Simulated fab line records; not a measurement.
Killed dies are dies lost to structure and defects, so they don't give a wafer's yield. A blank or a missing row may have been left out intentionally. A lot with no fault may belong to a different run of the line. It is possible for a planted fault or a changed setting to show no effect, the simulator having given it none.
Which of the tools did it?	flow sky130	14 lots, 42 wafers sampled, at 5 steps of a route of 708

WHAT THE GAUGES SHOWED, per wafer
SKY_VT_ADJUST_HVTP_CD_MEAS_07 targets a cd of 380 nm. Usual: cd-nm at 380.2 nm, with a standard deviation of 2.3.
lot	measured	on	cd-nm (nm)	flag
L224	day 5 19:49	cd-sem-02	382.0 377.3 379.4	
L225	day 6 09:37	cd-sem-02	378.9 378.5 381.7	
L226	day 6 14:25	cd-sem-01	379.8 381.5 381.4	
L227	day 6 19:58	cd-sem-02	377.2 377.2 377.1	
L228	day 7 02:49	cd-sem-02	376.3 377.4 378.5	
L229	day 7 21:31	cd-sem-01	382.6 380.3 379.4	
L230	day 7 23:17	cd-sem-01	382.6 382.2 382.1	
L235	day 8 21:17	cd-sem-02	380.1 379.9 379.3	
L234	day 8 22:46	cd-sem-01	382.3 380.9 384.7	
L237	day 9 11:08	cd-sem-02	382.3 383.0 383.3	
L244	day 11 18:34	cd-sem-01	383.0 386.3 385.9	
L246	day 12 09:47	cd-sem-01	380.9 382.2 381.4	

TOOL THAT RAN EACH LOT (tool first, then ch and the chambers of the sampled wafers, then the start)
lot	SKY_FIELD_ISO_ETCH_14	SKY_FIELD_ISO_ETCH_15	SKY_FIELD_ISO_STRIP_16	SKY_FIELD_ISO_ETCH_17
L224	rie-diel-01 ch 0,1,2, day 2 03:34	rie-diel-01 ch 0,1,2, day 2 03:36	plasma-asher-02 ch 0,1, day 2 03:40	rie-si-02 ch 0,2,3, day 2 03:46
L225	rie-diel-01 ch 0,2,3, day 2 13:32	rie-diel-01 ch 0,2,3, day 2 13:35	plasma-asher-02 ch 0,1, day 2 13:38	rie-si-01 ch 0,1,3, day 2 13:44
L226	rie-diel-04 ch 2,3, day 2 18:13	rie-diel-04 ch 2,3, day 2 18:15	plasma-asher-02 ch 0,1, day 2 18:18	rie-si-02 ch 0,2, day 2 18:24
L227	rie-diel-01 ch 0,1,3, day 2 22:14	rie-diel-01 ch 0,1,3, day 2 22:17	plasma-asher-02 ch 0,1, day 2 22:20	rie-si-01 ch 1,2,3, day 2 22:26
L228	rie-diel-01 ch 1,2,3, day 3 01:28	rie-diel-01 ch 1,2,3, day 3 01:30	plasma-asher-02 ch 0,1, day 3 01:34	rie-si-02 ch 1,2, day 3 01:40
L229	rie-diel-04 ch 0,2, day 3 06:52	rie-diel-04 ch 0,2, day 3 06:54	plasma-asher-02 ch 0,1, day 3 06:57	rie-si-02 ch 1,3, day 3 07:03
L230	rie-diel-04 ch 1,2,3, day 3 11:01	rie-diel-04 ch 1,2,3, day 3 11:03	plasma-asher-02 ch 0,1, day 3 11:07	rie-si-02 ch 1,2,3, day 3 11:13
L235	rie-diel-02 ch 0,1,3, day 4 14:56	rie-diel-02 ch 0,1,3, day 4 14:59	plasma-asher-01 ch 0,1, day 4 15:02	rie-si-02 ch 0,1,2, day 4 15:08
L234	rie-diel-04 ch 0,2,3, day 4 15:10	rie-diel-04 ch 0,2,3, day 4 15:12	plasma-asher-02 ch 0,1, day 4 15:16	rie-si-01 ch 0,1,2, day 4 15:22
L237	rie-diel-02 ch 0,1,3, day 5 02:19	rie-diel-02 ch 0,1,3, day 5 02:21	plasma-asher-02 ch 0,1, day 5 02:24	rie-si-01 ch 2,3, day 5 02:30
L239	rie-diel-04 ch 2,3, day 5 11:46	rie-diel-04 ch 2,3, day 5 11:48	plasma-asher-02 ch 0, day 5 11:51	rie-si-01 ch 1,2,3, day 5 11:57
L241	rie-diel-04 ch 1,2,3, day 5 21:28	rie-diel-04 ch 1,2,3, day 5 21:30	plasma-asher-03 ch 0,1, day 5 21:33	rie-si-02 ch 0,2,3, day 5 21:39
L244	rie-diel-01 ch 0,2,3, day 6 12:52	rie-diel-01 ch 0,2,3, day 6 12:54	plasma-asher-02 ch 0,1, day 6 12:57	rie-si-01 ch 0,2,3, day 6 13:03
L246	rie-diel-01 ch 1,2,3, day 7 00:41	rie-diel-01 ch 1,2,3, day 7 00:44	plasma-asher-03 ch 0,1, day 7 00:47	rie-si-02 ch 0,2,3, day 7 00:53
- SKY_FIELD_ISO_ETCH_14: etches BARC in N2/H2, stops on SiO2, time 45.9 s, target depth 60 nm.
- SKY_FIELD_ISO_ETCH_15: etches the open film in CHF3/O2, stops on Si, target depth 180 nm, time 72 s.
- SKY_FIELD_ISO_STRIP_16: strips in O2/N2.
- SKY_FIELD_ISO_ETCH_17: etches Si in HBr/Cl2/O2, target depth 342 nm, time 97.7 s.

WHAT THE TOOLS THEMSELVES READ (means of the sampled wafers that have a number; where no wafer has one, the mark that the record gives instead)
SKY_FIELD_ISO_ETCH_14. Usual: drypump-motor-current-A 5.5 A, standard deviation 0.51; oes-product-au 0.855 a.u., standard deviation 0.0047; rf-fwd-power-W 495.2 W, standard deviation 2.5; run-length-s 74.2 s, standard deviation 0.43; throttle-valve-pct 13.226 %, standard deviation 0.0095.
lot	tool	drypump-motor-current-A (A)	oes-product-au (a.u.)	rf-fwd-power-W (W)	run-length-s (s)	throttle-valve-pct (%)	flag
L224	rie-diel-01	5.3	0.855	495.8	74.3	13.235	
L225	rie-diel-01	5.3	0.850	497.5	73.8	13.224	
L226	rie-diel-04	5.2	0.857	495.0	74.5	13.227	
L227	rie-diel-01	5.6	0.853	496.1	73.9	13.223	
L228	rie-diel-01	5.7	0.854	494.8	74.2	13.221	
L229	rie-diel-04	5.1	0.863	498.9	74.2	13.227	
L230	rie-diel-04	5.5	0.850	494.0	74.3	13.227	
L235	rie-diel-02	5.9	0.857	494.1	74.4	13.220	
L234	rie-diel-04	5.1	0.855	496.4	74.3	13.228	
L237	rie-diel-02	5.9	0.854	495.2	74.3	13.225	
L239	rie-diel-04	5.2	0.992	-	47.2	13.237	OFF
L241	rie-diel-04	5.4	1.004	-	47.2	13.242	OFF
L244	rie-diel-01	5.3	0.858	494.1	74.0	13.224	
L246	rie-diel-01	5.7	0.853	494.9	74.2	13.227	

SKY_FIELD_ISO_ETCH_15. Usual: drypump-motor-current-A 5.5 A, standard deviation 0.5; oes-product-au 0.947 a.u., standard deviation 0.0075; rf-fwd-power-W 595.6 W, standard deviation 2.3; run-length-s 100.3 s, standard deviation 0.41; throttle-valve-pct 8.844 %, standard deviation 0.0085.
lot	tool	drypump-motor-current-A (A)	oes-product-au (a.u.)	rf-fwd-power-W (W)	run-length-s (s)	throttle-valve-pct (%)	flag
L224	rie-diel-01	5.3	0.937	596.1	100.6	8.842	
L225	rie-diel-01	5.3	0.936	596.2	99.8	8.844	
L226	rie-diel-04	5.2	0.951	593.8	100.3	8.840	
L227	rie-diel-01	5.6	0.941	595.9	100.1	8.843	
L228	rie-diel-01	5.7	0.939	594.9	100.3	8.838	
L229	rie-diel-04	5.1	0.950	598.4	100.5	8.844	
L230	rie-diel-04	5.4	0.943	595.9	100.2	8.848	
L235	rie-diel-02	5.9	0.954	596.1	100.5	8.851	
L234	rie-diel-04	5.1	0.946	594.6	100.3	8.842	
L237	rie-diel-02	5.9	0.950	594.2	100.6	8.846	
L239	rie-diel-04	5.1	0.375	595.7	100.2	8.669	OFF
L241	rie-diel-04	5.4	0.375	596.4	100.1	8.675	OFF
L244	rie-diel-01	5.3	0.945	596.6	99.9	8.836	
L246	rie-diel-01	5.7	0.946	594.9	100.1	8.842	

SKY_FIELD_ISO_STRIP_16. Usual: drypump-motor-current-A 5.3 A, standard deviation 0.34; oes-product-au 0.378 a.u., standard deviation 0.0043; strip-time-to-endpoint-s 3.543 s, standard deviation 0.026.
lot	tool	drypump-motor-current-A (A)	oes-product-au (a.u.)	strip-time-to-endpoint-s (s)	flag
L224	plasma-asher-02	5.4	0.380	3.539	
L225	plasma-asher-02	5.4	0.378	3.544	
L226	plasma-asher-02	5.4	0.376	3.571	
L227	plasma-asher-02	5.4	0.376	3.594	
L228	plasma-asher-02	5.2	0.381	3.538	
L229	plasma-asher-02	5.4	0.379	3.562	
L230	plasma-asher-02	5.1	0.375	3.544	
L235	plasma-asher-01	5.1	0.377	3.535	
L234	plasma-asher-02	5.2	0.375	3.556	
L237	plasma-asher-02	5.2	0.374	3.520	
L239	plasma-asher-02	4.9	0.395	3.832	OFF
L241	plasma-asher-03	5.7	0.388	3.826	OFF
L244	plasma-asher-02	5.4	0.377	3.552	
L246	plasma-asher-03	5.6	0.384	3.529	

SKY_FIELD_ISO_ETCH_17. Usual: drypump-motor-current-A 5.79 A, standard deviation 0.26; mfc-cl2-sccm 40.00 sccm, standard deviation 0.11; oes-product-au 0.996 a.u., standard deviation 0.0082; rf-fwd-power-W 596.4 W, standard deviation 2; run-length-s 126.24 s, standard deviation 0.3; throttle-valve-pct 25.658 %, standard deviation 0.01.
lot	tool	drypump-motor-current-A (A)	mfc-cl2-sccm (sccm)	oes-product-au (a.u.)	rf-fwd-power-W (W)	run-length-s (s)	throttle-valve-pct (%)	flag
L224	rie-si-02	5.75	39.99	0.988	596.5	126.46	25.656	
L225	rie-si-01	5.85	40.03	1.004	597.5	126.27	25.662	
L226	rie-si-02	5.74	40.06	0.999	594.3	126.43	25.659	
L227	rie-si-01	5.79	39.93	0.996	596.7	126.58	25.656	
L228	rie-si-02	5.83	39.93	1.005	594.6	126.13	25.648	
L229	rie-si-02	5.67	40.00	0.996	596.8	126.05	25.657	
L230	rie-si-02	5.74	40.06	0.997	596.5	125.91	25.666	
L235	rie-si-02	5.75	39.90	1.007	597.0	126.00	25.648	
L234	rie-si-01	5.78	39.96	0.989	596.7	126.48	25.662	
L237	rie-si-01	6.10	40.03	0.997	596.1	126.05	25.657	
L239	rie-si-01	5.80	39.89	1.003	597.6	126.57	25.661	
L241	rie-si-02	5.73	40.03	0.997	595.1	126.28	25.665	
L244	rie-si-01	6.05	40.10	0.994	597.2	126.23	25.662	
L246	rie-si-02	5.74	40.02	0.996	595.6	125.95	25.663	

THE ANSWER, worked out from the rows above alone
Rule: lot off if the mean of its wafers having a number is beyond 3 standard deviations from the usual mean. Also off: a lot with no number at a reading for which 4 or more lots have one. The other lots that the step has rows for count as sound. After the gauges, taken in route order, come the tools' own readings; for these a lot's mean is taken, as printed above. At the first step where some lot is off, the reading lying furthest off is the one used; lots without a number count as furthest.
Off: L239, L241 (SKY_FIELD_ISO_ETCH_14, rf-fwd-power-W). Without a number there: L239, L241.
A tool fits if, at that step or a process step before it, it ran every lot that is off, and no sound lot after the first of them. One candidate fits, namely rie-diel-04 at SKY_FIELD_ISO_ETCH_14. A fault onset in the window from L234 (day 4 15:10, its last sound lot) to L239 (day 5 11:46, its first lot off) fits.
The tool's own readings at SKY_FIELD_ISO_ETCH_14 bear it out: on the lots that are off they differ by more than 5 times the standard deviation of the sound lots' means. oes-product-au reads 0.998 a.u. there against 0.855 a.u. on the sound lots; run-length-s reads 47.2 s there against 74.2 s on the sound lots.
Blank at SKY_FIELD_ISO_ETCH_14 on the lots that are off, where sound lots have numbers: rf-fwd-power-W.

WHAT THE SIMULATOR HAD PUT IN
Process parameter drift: rie-diel-04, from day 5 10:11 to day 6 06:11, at SKY_FIELD_ISO_ETCH_14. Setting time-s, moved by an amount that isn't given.
Struck lots among those shown: L239, L241. This agrees with what the rule above found.
